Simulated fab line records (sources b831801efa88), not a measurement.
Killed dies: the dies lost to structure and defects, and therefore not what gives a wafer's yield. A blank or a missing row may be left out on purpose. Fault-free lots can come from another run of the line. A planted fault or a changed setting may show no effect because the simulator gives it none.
fab line records	flow gf180mcu
[record] lots = 24	wafers = 72	last-day = 34
route steps=602 shown M4@462 V4@481 V5@541 TOP_METAL@570
lots that met no fault: from a run of the same line without faults
start-h: hours from the record's first day to the start of the lot's first wafer shown	wait-h: how many hours have passed since the lot's step before this one	" same as the row above	L1.1+2: a row that stands for several wafers	- no value, or no start was given	* or withheld: withheld	< > ~ a bound
route shown NAME@n: NAME is a module with steps in the file, n the number in the route of the first one	usual: mean/standard deviation of fault-free wafers	same: alike in all rows	chamber/n: place in a boat	sites: per-site readings	_std_site: their standard deviation	_edge_site: the outer-site mean with the inner-site mean subtracted	radius-mm: for every site, how far away it sits from the centre of the wafer	mask NAME#n: copy n	behind: the last tool/chamber to shape the wafer	hold: the reason the lot was held/the length of the hold in hours/how it ended	device: the n, p or np transistor that did not switch	end of line: the tests these same wafers got at the end of their route	for a step that has no rows: nothing shown but its recipe	killed: the dies lost at the first sort to structure and to defects; this is not the yield of the wafer	map: the dies of a wafer, with x for killed, . for not killed, _ for no die there
set.NAME: the setting that was run; set.NAME@STEP: the one run at that earlier step	model.NAME: the simulator's own value behind a step, which no gauge read
the route's steps for a sample of lots (tables are steps, rows are wafers)
services: from which hour (start-h, from the record's first day; less than 0 if before it) a tool's chamber was out of use, for how many hours, and why
[[steps]]
[step GF_M4_THK_MEAS_06]
[recipe] thk-meas-gauge = xrf	reads = AlCu_of_M4_SPUTTER_02
[usual] M4_ALCU_THK = 458/5.6
lot.wafer	tool	chamber	start-h	wait-h	M4_ALCU_THK[nm]
L074.2	film-metro-01	-	513.83	0.1	452
L074.3	"	-	"	"	457
L074.5	"	-	"	"	456
L075.1	film-metro-01	-	516.40	0.1	457
L075.3	"	-	"	"	450
L075.5	"	-	"	"	464
L076.1	film-metro-01	-	536.52	0.1	456
L076.3	"	-	"	"	460
L076.4	"	-	"	"	449
L077.1	film-metro-04	-	539.40	0.1	457
L077.2	"	-	"	"	459
L077.4	"	-	"	"	457
L078.3	film-metro-03	-	553.71	0.1	456
L078.4	"	-	"	"	451
L078.5	"	-	"	"	458
L079.1	film-metro-01	-	555.53	0.1	458
L079.3	"	-	"	"	460
L079.5	"	-	"	"	459
L080.1	film-metro-04	-	567.48	0.1	453
L080.3	"	-	"	"	454
L080.4	"	-	"	"	459
L081.2	film-metro-04	-	580.11	0.1	464
L081.4	"	-	"	"	457
L081.5	"	-	"	"	460
L082.1	film-metro-03	-	584.26	0.1	459
L082.3	"	-	"	"	459
L082.6	"	-	"	"	453
L083.1	film-metro-04	-	587.44	0.1	456
L083.3	"	-	"	"	458
L083.6	"	-	"	"	459
L084.2	film-metro-04	-	604.44	0.1	461
L084.5	"	-	"	"	463
L084.6	"	-	"	"	455
L085.1	film-metro-01	-	608.66	0.1	452
L085.3	"	-	"	"	452
L085.6	"	-	"	"	447
L086.1	film-metro-03	-	621.20	0.1	470
L086.2	"	-	"	"	468
L086.3	"	-	"	"	470
L087.3	film-metro-01	-	625.93	0.1	463
L087.5	"	-	"	"	460
L087.6	"	-	"	"	455
L088.1	film-metro-01	-	636.03	0.1	454
L088.4	"	-	"	"	455
L088.5	"	-	"	"	454
L089.1	film-metro-01	-	645.96	0.1	462
L089.5	"	-	"	"	459
L089.6	"	-	"	"	462
L090.3	film-metro-04	-	650.52	0.1	453
L090.5	"	-	"	"	456
L090.6	"	-	"	"	453
L091.1	film-metro-03	-	653.57	0.1	461
L091.2	"	-	"	"	467
L091.5	"	-	"	"	461
L092.1	film-metro-04	-	666.00	0.1	457
L092.3	"	-	"	"	467
L092.6	"	-	"	"	456
L093.1	film-metro-04	-	669.01	0.1	453
L093.2	"	-	"	"	457
L093.4	"	-	"	"	462
L094.1	film-metro-04	-	673.56	0.1	458
L094.2	"	-	"	"	467
L094.4	"	-	"	"	472
L095.1	film-metro-04	-	677.57	0.1	468
L095.3	"	-	"	"	462
L095.6	"	-	"	"	460
L096.1	film-metro-04	-	686.41	0.1	465
L096.2	"	-	"	"	460
L096.3	"	-	"	"	454
L097.4	film-metro-01	-	693.55	0.1	448
L097.5	"	-	"	"	453
L097.6	"	-	"	"	449
[step GF_V4_BOW_MEAS_05]
[recipe] mode = bow
[usual] V4_BOW = 138/9.3
lot.wafer	tool	chamber	start-h	wait-h	V4_BOW[um]
L074.2	film-metro-03	-	538.08	0.2	131
L074.3	"	-	"	"	143
L074.5	"	-	"	"	135
L075.1	film-metro-03	-	540.45	0.1	141
L075.3	"	-	"	"	142
L075.5	"	-	"	"	157
L076.1	film-metro-02	-	560.75	0.2	135
L076.3	"	-	"	"	135
L076.4	"	-	"	"	122
L077.1	film-metro-02	-	562.97	0.2	159
L077.2	"	-	"	"	155
L077.4	"	-	"	"	144
L078.3	film-metro-02	-	576.65	0.1	129
L078.4	"	-	"	"	145
L078.5	"	-	"	"	140
L079.1	film-metro-03	-	578.78	0.2	152
L079.3	"	-	"	"	140
L079.5	"	-	"	"	141
L080.1	film-metro-01	-	590.61	0.1	138
L080.3	"	-	"	"	138
L080.4	"	-	"	"	126
L081.2	film-metro-01	-	602.94	0.3	141
L081.4	"	-	"	"	159
L081.5	"	-	"	"	147
L082.1	film-metro-01	-	606.62	0.2	150
L082.3	"	-	"	"	141
L082.6	"	-	"	"	145
L083.1	film-metro-03	-	610.07	0.2	140
L083.3	"	-	"	"	145
L083.6	"	-	"	"	139
L084.2	film-metro-01	-	626.49	0.3	134
L084.5	"	-	"	"	133
L084.6	"	-	"	"	126
L085.1	film-metro-01	-	631.14	0.2	129
L085.3	"	-	"	"	135
L085.6	"	-	"	"	130
L086.1	film-metro-01	-	642.37	0.1	151
L086.2	"	-	"	"	146
L086.3	"	-	"	"	140
L087.3	film-metro-02	-	647.52	0.2	143
L087.5	"	-	"	"	134
L087.6	"	-	"	"	154
L088.1	film-metro-03	-	657.04	0.1	123
L088.4	"	-	"	"	130
L088.5	"	-	"	"	134
L089.1	film-metro-02	-	666.02	0.1	136
L089.5	"	-	"	"	141
L089.6	"	-	"	"	147
L090.3	film-metro-01	-	671.75	0.3	139
L090.5	"	-	"	"	151
L090.6	"	-	"	"	134
L091.1	film-metro-01	-	674.38	0.2	135
L091.2	"	-	"	"	144
L091.5	"	-	"	"	139
L092.1	film-metro-02	-	685.97	0.2	139
L092.3	"	-	"	"	131
L092.6	"	-	"	"	138
L093.1	film-metro-03	-	689.36	0.2	138
L093.2	"	-	"	"	119
L093.4	"	-	"	"	125
L094.1	film-metro-03	-	694.07	0.2	137
L094.2	"	-	"	"	150
L094.4	"	-	"	"	125
L095.1	film-metro-03	-	698.14	0.2	128
L095.3	"	-	"	"	142
L095.6	"	-	"	"	135
L096.1	film-metro-03	-	707.09	0.1	132
L096.2	"	-	"	"	128
L096.3	"	-	"	"	128
L097.4	film-metro-02	-	714.30	0.3	135
L097.5	"	-	"	"	138
L097.6	"	-	"	"	139
[step GF_V5_THK_MEAS_01]
[recipe] reads = SiO2_of_V5_CVD_00
[usual] V5_CVD_00_THK = 290/3.2
lot.wafer	tool	chamber	start-h	wait-h	V5_CVD_00_THK[nm]
L074.2	film-metro-04	-	607.02	0.0	288
L074.3	"	-	"	"	289
L074.5	"	-	"	"	289
L075.1	film-metro-04	-	609.02	0.0	288
L075.3	"	-	"	"	293
L075.5	"	-	"	"	295
L076.1	film-metro-04	-	628.00	0.0	293
L076.3	"	-	"	"	290
L076.4	"	-	"	"	293
L077.1	film-metro-02	-	630.70	0.0	288
L077.2	"	-	"	"	289
L077.4	"	-	"	"	288
L078.3	film-metro-04	-	640.87	0.0	291
L078.4	"	-	"	"	289
L078.5	"	-	"	"	291
L079.1	film-metro-04	-	643.46	0.0	288
L079.3	"	-	"	"	293
L079.5	"	-	"	"	291
L080.1	film-metro-02	-	654.80	0.0	291
L080.3	"	-	"	"	293
L080.4	"	-	"	"	291
L081.2	film-metro-02	-	667.44	0.0	288
L081.4	"	-	"	"	288
L081.5	"	-	"	"	292
L082.1	film-metro-03	-	669.66	0.0	288
L082.3	"	-	"	"	291
L082.6	"	-	"	"	293
L083.1	film-metro-03	-	673.08	0.0	287
L083.3	"	-	"	"	294
L083.6	"	-	"	"	290
L084.2	film-metro-04	-	689.44	0.0	285
L084.5	"	-	"	"	287
L084.6	"	-	"	"	288
L085.1	film-metro-03	-	692.86	0.0	292
L085.3	"	-	"	"	287
L085.6	"	-	"	"	292
L086.1	film-metro-04	-	701.74	0.0	292
L086.2	"	-	"	"	290
L086.3	"	-	"	"	294
L087.3	film-metro-03	-	707.64	0.0	289
L087.5	"	-	"	"	294
L087.6	"	-	"	"	295
L088.1	film-metro-03	-	716.78	0.0	291
L088.4	"	-	"	"	292
L088.5	"	-	"	"	292
L089.1	film-metro-02	-	724.10	0.0	293
L089.5	"	-	"	"	294
L089.6	"	-	"	"	294
L090.3	film-metro-04	-	729.53	0.0	289
L090.5	"	-	"	"	291
L090.6	"	-	"	"	287
L091.1	film-metro-04	-	732.64	0.0	295
L091.2	"	-	"	"	294
L091.5	"	-	"	"	294
L092.1	film-metro-04	-	742.81	0.0	292
L092.3	"	-	"	"	288
L092.6	"	-	"	"	292
L093.1	film-metro-02	-	745.54	0.0	288
L093.2	"	-	"	"	292
L093.4	"	-	"	"	295
L094.1	film-metro-04	-	751.11	0.0	284
L094.2	"	-	"	"	292
L094.4	"	-	"	"	294
L095.1	film-metro-04	-	754.46	0.0	290
L095.3	"	-	"	"	285
L095.6	"	-	"	"	284
L096.1	film-metro-02	-	761.33	0.0	287
L096.2	"	-	"	"	286
L096.3	"	-	"	"	293
L097.4	film-metro-02	-	768.51	0.0	286
L097.5	"	-	"	"	292
L097.6	"	-	"	"	286
[step GF_V5_OVL_MEAS_15]
[usual] V5_OVL = -2/5.4
lot.wafer	tool	chamber	start-h	wait-h	V5_OVL[nm]
L074.2	overlay-02	-	628.38	0.1	-5
L074.3	"	-	"	"	-9
L074.5	"	-	"	"	2
L075.1	overlay-01	-	630.79	0.1	1
L075.3	"	-	"	"	-4
L075.5	"	-	"	"	-11
L076.1	overlay-01	-	648.38	0.1	-5
L076.3	"	-	"	"	-7
L076.4	"	-	"	"	-3
L077.1	overlay-01	-	651.65	0.1	-7
L077.2	"	-	"	"	1
L077.4	"	-	"	"	-3
L078.3	overlay-01	-	661.23	0.1	1
L078.4	"	-	"	"	1
L078.5	"	-	"	"	2
L079.1	overlay-02	-	663.89	0.1	0
L079.3	"	-	"	"	-3
L079.5	"	-	"	"	-3
L080.1	overlay-01	-	675.09	0.1	-6
L080.3	"	-	"	"	-1
L080.4	"	-	"	"	4
L081.2	overlay-02	-	686.67	0.1	-1
L081.4	"	-	"	"	-4
L081.5	"	-	"	"	-7
L082.1	overlay-01	-	689.63	0.1	-2
L082.3	"	-	"	"	2
L082.6	"	-	"	"	-5
L083.1	overlay-01	-	692.97	0.1	-1
L083.3	"	-	"	"	6
L083.6	"	-	"	"	2
L084.2	overlay-02	-	708.85	0.1	-15
L084.5	"	-	"	"	-12
L084.6	"	-	"	"	-11
L085.1	overlay-01	-	712.17	0.1	0
L085.3	"	-	"	"	6
L085.6	"	-	"	"	7
L086.1	overlay-02	-	719.83	0.1	2
L086.2	"	-	"	"	2
L086.3	"	-	"	"	6
L087.3	overlay-01	-	726.09	0.1	1
L087.5	"	-	"	"	1
L087.6	"	-	"	"	5
L088.1	overlay-02	-	734.79	0.1	-7
L088.4	"	-	"	"	-7
L088.5	"	-	"	"	-9
L089.1	overlay-01	-	742.42	0.1	-7
L089.5	"	-	"	"	-1
L089.6	"	-	"	"	-1
L090.3	overlay-02	-	747.09	0.1	1
L090.5	"	-	"	"	2
L090.6	"	-	"	"	5
L091.1	overlay-02	-	750.69	0.1	-5
L091.2	"	-	"	"	-2
L091.5	"	-	"	"	-1
L092.1	overlay-01	-	760.13	0.1	4
L092.3	"	-	"	"	6
L092.6	"	-	"	"	-1
L093.1	overlay-02	-	762.48	0.1	-9
L093.2	"	-	"	"	-15
L093.4	"	-	"	"	-4
L094.1	overlay-02	-	768.32	0.1	0
L094.2	"	-	"	"	-4
L094.4	"	-	"	"	-2
L095.1	overlay-02	-	771.09	0.1	-11
L095.3	"	-	"	"	-13
L095.6	"	-	"	"	-11
L096.1	overlay-02	-	778.17	0.1	-6
L096.2	"	-	"	"	-3
L096.3	"	-	"	"	-4
L097.4	overlay-01	-	784.71	0.1	6
L097.5	"	-	"	"	8
L097.6	"	-	"	"	6
[step GF_V5_THK_MEAS_25]
[recipe] thk-meas-gauge = xrf	reads = W_of_V5_CVD_23
[usual] V5_W_THK = 353/4.6
lot.wafer	tool	chamber	start-h	wait-h	V5_W_THK[nm]
L074.2	film-metro-04	-	629.48	0.1	357
L074.3	"	-	"	"	357
L074.5	"	-	"	"	357
L075.1	film-metro-02	-	631.84	0.1	356
L075.3	"	-	"	"	358
L075.5	"	-	"	"	358
L076.1	film-metro-03	-	649.46	0.1	347
L076.3	"	-	"	"	346
L076.4	"	-	"	"	341
L077.1	film-metro-04	-	652.71	0.1	360
L077.2	"	-	"	"	359
L077.4	"	-	"	"	359
L078.3	film-metro-04	-	662.29	0.1	353
L078.4	"	-	"	"	356
L078.5	"	-	"	"	358
L079.1	film-metro-03	-	664.94	0.1	348
L079.3	"	-	"	"	347
L079.5	"	-	"	"	348
L080.1	film-metro-03	-	676.14	0.1	356
L080.3	"	-	"	"	355
L080.4	"	-	"	"	358
L081.2	film-metro-04	-	687.73	0.1	360
L081.4	"	-	"	"	357
L081.5	"	-	"	"	356
L082.1	film-metro-02	-	690.71	0.1	348
L082.3	"	-	"	"	347
L082.6	"	-	"	"	349
L083.1	film-metro-04	-	694.03	0.1	356
L083.3	"	-	"	"	360
L083.6	"	-	"	"	363
L084.2	film-metro-03	-	710.03	0.1	350
L084.5	"	-	"	"	352
L084.6	"	-	"	"	354
L085.1	film-metro-03	-	713.56	0.1	348
L085.3	"	-	"	"	348
L085.6	"	-	"	"	347
L086.1	film-metro-04	-	720.89	0.1	352
L086.2	"	-	"	"	353
L086.3	"	-	"	"	357
L087.3	film-metro-02	-	727.15	0.1	350
L087.5	"	-	"	"	356
L087.6	"	-	"	"	351
L088.1	film-metro-04	-	735.84	0.1	352
L088.4	"	-	"	"	350
L088.5	"	-	"	"	355
L089.1	film-metro-03	-	743.47	0.1	355
L089.5	"	-	"	"	353
L089.6	"	-	"	"	357
L090.3	film-metro-02	-	748.17	0.1	347
L090.5	"	-	"	"	350
L090.6	"	-	"	"	352
L091.1	film-metro-03	-	751.74	0.1	351
L091.2	"	-	"	"	349
L091.5	"	-	"	"	352
L092.1	film-metro-04	-	761.18	0.1	357
L092.3	"	-	"	"	356
L092.6	"	-	"	"	358
L093.1	film-metro-04	-	763.53	0.1	357
L093.2	"	-	"	"	355
L093.4	"	-	"	"	352
L094.1	film-metro-04	-	769.37	0.1	355
L094.2	"	-	"	"	351
L094.4	"	-	"	"	352
L095.1	film-metro-03	-	772.14	0.1	349
L095.3	"	-	"	"	354
L095.6	"	-	"	"	351
L096.1	film-metro-03	-	779.25	0.1	351
L096.2	"	-	"	"	358
L096.3	"	-	"	"	354
L097.4	film-metro-02	-	785.83	0.1	353
L097.5	"	-	"	"	358
L097.6	"	-	"	"	347
[step GF_TOP_METAL_SPUTTER_03]
[recipe] material = Ti	target-thk-nm = 5	substrate-temp-c = 300	chamber-pressure-pa = 0.3	power-w = 3000	time-s = 3.3
[usual] throttle-valve-pct = 30.3/0.73
lot.wafer	tool	chamber	start-h	wait-h	throttle-valve-pct
L074.2	pvd-sputter-02	-	630.30	0.0	31.6
L074.3	"	-	"	"	29.8
L074.5	"	-	"	"	31.4
L075.1	pvd-sputter-03	-	632.38	0.0	29.1
L075.3	"	-	"	"	29.3
L075.5	"	-	"	"	31.8
L076.1	pvd-sputter-03	-	650.00	0.0	29.7
L076.3	"	-	"	"	32.0
L076.4	"	-	"	"	30.1
L077.1	pvd-sputter-04	-	653.25	0.0	30.9
L077.2	"	-	"	"	30.5
L077.4	"	-	"	"	30.1
L078.3	pvd-sputter-02	-	662.81	0.0	31.4
L078.4	"	-	"	"	30.6
L078.5	"	-	"	"	29.6
L079.1	pvd-sputter-03	-	665.48	0.0	30.1
L079.3	"	-	"	"	31.8
L079.5	"	-	"	"	29.4
L080.1	pvd-sputter-02	-	676.68	0.0	30.7
L080.3	"	-	"	"	29.6
L080.4	"	-	"	"	29.6
L081.2	pvd-sputter-03	-	688.26	0.0	29.3
L081.4	"	-	"	"	30.1
L081.5	"	-	"	"	29.2
L082.1	pvd-sputter-04	-	691.25	0.0	30.1
L082.3	"	-	"	"	30.0
L082.6	"	-	"	"	30.0
L083.1	pvd-sputter-04	-	694.57	0.0	30.3
L083.3	"	-	"	"	30.8
L083.6	"	-	"	"	29.4
L084.2	pvd-sputter-04	-	710.55	0.0	29.7
L084.5	"	-	"	"	30.4
L084.6	"	-	"	"	30.6
L085.1	pvd-sputter-03	-	714.10	0.0	32.0
L085.3	"	-	"	"	29.3
L085.6	"	-	"	"	30.2
L086.1	pvd-sputter-02	-	721.42	0.0	30.1
L086.2	"	-	"	"	30.8
L086.3	"	-	"	"	29.8
L087.3	pvd-sputter-03	-	727.66	0.0	29.4
L087.5	"	-	"	"	29.5
L087.6	"	-	"	"	30.3
L088.1	pvd-sputter-04	-	736.38	0.0	30.8
L088.4	"	-	"	"	30.1
L088.5	"	-	"	"	29.6
L089.1	pvd-sputter-02	-	744.01	0.0	31.4
L089.5	"	-	"	"	31.3
L089.6	"	-	"	"	29.8
L090.3	pvd-sputter-02	-	748.68	0.0	30.9
L090.5	"	-	"	"	30.7
L090.6	"	-	"	"	29.8
L091.1	pvd-sputter-02	-	752.28	0.0	31.5
L091.2	"	-	"	"	29.9
L091.5	"	-	"	"	31.3
L092.1	pvd-sputter-02	-	761.71	0.0	30.4
L092.3	"	-	"	"	29.8
L092.6	"	-	"	"	29.6
L093.1	pvd-sputter-02	-	764.06	0.0	31.5
L093.2	"	-	"	"	30.6
L093.4	"	-	"	"	31.7
L094.1	pvd-sputter-04	-	769.91	0.0	30.6
L094.2	"	-	"	"	30.2
L094.4	"	-	"	"	29.9
L095.1	pvd-sputter-03	-	772.75	0.0	29.3
L095.3	"	-	"	"	32.0
L095.6	"	-	"	"	29.0
L096.1	pvd-sputter-04	-	779.79	0.0	30.5
L096.2	"	-	"	"	29.9
L096.3	"	-	"	"	30.9
L097.4	pvd-sputter-02	-	786.43	0.0	30.1
L097.5	"	-	"	"	30.0
L097.6	"	-	"	"	29.8
[[services]]
tool	chamber	start-h	hours	kind
pvd-sputter-04	-	621.17	19.5	repair
pvd-sputter-02	0	638.04	-	consumable-replace:kit
pvd-sputter-02	0	638.04	18.0	scheduled-down
pvd-sputter-02	0	638.04	18.0	vent-cycle
pvd-sputter-03	-	638.76	1.8	repair
pvd-sputter-02	-	655.99	6.3	repair
pvd-sputter-03	-	688.55	3.1	repair
pvd-sputter-04	2	707.06	-	consumable-replace:kit
pvd-sputter-04	2	707.06	18.0	scheduled-down
pvd-sputter-04	2	707.06	18.0	vent-cycle
pvd-sputter-03	1	719.83	-	consumable-replace:kit
pvd-sputter-03	1	719.83	18.0	scheduled-down
pvd-sputter-03	1	719.83	18.0	vent-cycle
pvd-sputter-03	-	748.09	1.9	repair
pvd-sputter-02	3	754.63	-	consumable-replace:kit
pvd-sputter-02	3	754.63	18.0	scheduled-down
pvd-sputter-02	3	754.63	18.0	vent-cycle
[[key]]
fault none
